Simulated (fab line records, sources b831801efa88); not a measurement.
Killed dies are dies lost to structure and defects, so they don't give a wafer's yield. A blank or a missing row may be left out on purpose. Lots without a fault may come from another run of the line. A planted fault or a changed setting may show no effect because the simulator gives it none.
Tool commonality check | flow gf180mcu | 12 lots, 35 wafers sampled

WHY IT WAS OPENED
At GF_V5_RS_MEAS_24 the reading V5_W_RS is flagged on 2 of 12 lots. Wafers without a fault read 0.328 ohm/sq, standard deviation 0.0036.
Rule: a lot is flagged when every wafer of it that has a number lies more than 4 standard deviations from that mean, or none has a number. The other lots count as sound.

lot  | measured     | on            | V5_W_RS (ohm/sq), wafer by wafer | flag
L451 | day 27 05:29 | film_metro-03 | 0.322 0.329 0.326                |
L454 | day 28 06:54 | film_metro-01 | 0.326 0.328 0.326                |
L456 | day 28 21:08 | film_metro-01 | 0.335 0.328 0.334                |
L460 | day 30 04:18 | film_metro-03 | 43.762 42.968 44.787             | FLAGGED
L461 | day 30 07:14 | film_metro-01 | 44.470 44.740                    | FLAGGED
L465 | day 31 11:02 | film_metro-03 | 0.328 0.329 0.327                |
L468 | day 32 07:19 | film_metro-02 | 0.322 0.325 0.321                |
L470 | day 32 14:49 | film_metro-03 | 0.324 0.325 0.327                |
L471 | day 32 22:43 | film_metro-03 | 0.328 0.324 0.326                |
L472 | day 33 02:46 | film_metro-03 | 0.327 0.326 0.327                |
L473 | day 33 07:40 | film_metro-02 | 0.327 0.331 0.327                |
L474 | day 33 14:32 | film_metro-02 | 0.324 0.329 0.333                |
The numbers of the flagged lots are 44.145 ohm/sq on average: +43.817 ohm/sq against the usual, or +99 or more standard deviations.

WHICH TOOL RAN EACH LOT
The record holds 3 process steps before the reading, out of a route of 602 steps. In each cell: the tool, then ch and the chambers that the sampled wafers went through, then the start.
lot  | flag    | GF_V4_SPUTTER_22             | GF_MIM_SPUTTER_04            | GF_V5_CVD_23
L451 |         | pvd_sputter-01, day 24 11:56 | pvd_sputter-04, day 24 12:44 | cvd_w-01 ch 1, day 27 05:22
L454 |         | pvd_sputter-01, day 25 13:47 | pvd_sputter-02, day 25 14:43 | cvd_w-02 ch 0,1, day 28 06:47
L456 |         | pvd_sputter-01, day 26 05:25 | pvd_sputter-04, day 26 06:14 | cvd_w-02 ch 0,1, day 28 20:59
L460 | FLAGGED | pvd_sputter-01, day 27 15:27 | pvd_sputter-04, day 27 16:16 | cvd_w-01 ch 0,1, day 30 04:11
L461 | FLAGGED | pvd_sputter-01, day 27 19:22 | pvd_sputter-04, day 27 20:10 | cvd_w-01 ch 0,1, day 30 07:07
L465 |         | pvd_sputter-01, day 29 00:46 | pvd_sputter-02, day 29 01:35 | cvd_w-01 ch 0,1, day 31 10:54
L468 |         | pvd_sputter-03, day 29 23:28 | pvd_sputter-02, day 30 00:16 | cvd_w-01 ch 0,1, day 32 07:13
L470 |         | pvd_sputter-02, day 30 07:33 | pvd_sputter-04, day 30 08:22 | cvd_w-02 ch 0,1, day 32 14:42
L471 |         | pvd_sputter-03, day 30 15:53 | pvd_sputter-04, day 30 16:49 | cvd_w-02 ch 0,1, day 32 22:35
L472 |         | pvd_sputter-01, day 30 20:56 | pvd_sputter-02, day 30 22:05 | cvd_w-01 ch 0,1, day 33 02:40
L473 |         | pvd_sputter-02, day 31 01:07 | pvd_sputter-04, day 31 02:02 | cvd_w-02 ch 0,1, day 33 07:31
L474 |         | pvd_sputter-02, day 31 09:37 | pvd_sputter-01, day 31 10:26 | cvd_w-01 ch 0,1, day 33 14:24
What these steps do:
- GF_V4_SPUTTER_22: material TiN, target thk 10 nm, time 40 s.
- GF_MIM_SPUTTER_04: material TiN, target thk 50 nm, time 41.7 s.
- GF_V5_CVD_23: deposits W, target thk 350 nm, time 104.9 s.
- GF_V5_RS_MEAS_24: measures by four-point-probe.

FLAGGED OVER TOTAL, TOOL BY TOOL (the gauges that took the reading come last)
step              | tool           | lots run | flagged | share of the flagged lots | sound lots run after its first flagged lot
GF_V4_SPUTTER_22  | pvd_sputter-01 | 7        | 2       | all                       | 2 (L465,L472)
GF_V4_SPUTTER_22  | pvd_sputter-02 | 3        | 0       | none                      | -
GF_V4_SPUTTER_22  | pvd_sputter-03 | 2        | 0       | none                      | -
GF_MIM_SPUTTER_04 | pvd_sputter-01 | 1        | 0       | none                      | -
GF_MIM_SPUTTER_04 | pvd_sputter-02 | 4        | 0       | none                      | -
GF_MIM_SPUTTER_04 | pvd_sputter-04 | 7        | 2       | all                       | 3 (L470,L471,L473)
GF_V5_CVD_23      | cvd_w-01       | 7        | 2       | all                       | 4 (L465,L468,L472,L474)
GF_V5_CVD_23      | cvd_w-02       | 5        | 0       | none                      | -
GF_V5_RS_MEAS_24  | film_metro-01  | 3        | 1       | some                      | 0
GF_V5_RS_MEAS_24  | film_metro-02  | 3        | 0       | none                      | -
GF_V5_RS_MEAS_24  | film_metro-03  | 6        | 1       | some                      | 4 (L465,L470,L471,L472)

WHAT THE TABLE ALLOWS
3 rows of the table ran every flagged lot: pvd_sputter-01 at GF_V4_SPUTTER_22, pvd_sputter-04 at GF_MIM_SPUTTER_04, cvd_w-01 at GF_V5_CVD_23.
- pvd_sputter-01 at GF_V4_SPUTTER_22: 2 of its 7 lots flagged. Sound lots ran on it after the first flagged one (L465, L472), which a lasting fault on the whole tool wouldn't allow.
- pvd_sputter-04 at GF_MIM_SPUTTER_04: 2 of its 7 lots flagged. Sound lots ran on it after the first flagged one (L470, L471, L473), which a lasting fault on the whole tool wouldn't allow.
- cvd_w-01 at GF_V5_CVD_23: 2 of its 7 lots flagged. Sound lots ran on it after the first flagged one (L465, L468, L472, L474), which a lasting fault on the whole tool wouldn't allow. On the flagged lots its readings are blank where sound lots have values: chamber_pressure_Torr, heater_power_outer_w, heater_power_w.
No row of the table ran every flagged lot and no sound lot after the first.

WHAT THE SIMULATOR HAD PUT IN
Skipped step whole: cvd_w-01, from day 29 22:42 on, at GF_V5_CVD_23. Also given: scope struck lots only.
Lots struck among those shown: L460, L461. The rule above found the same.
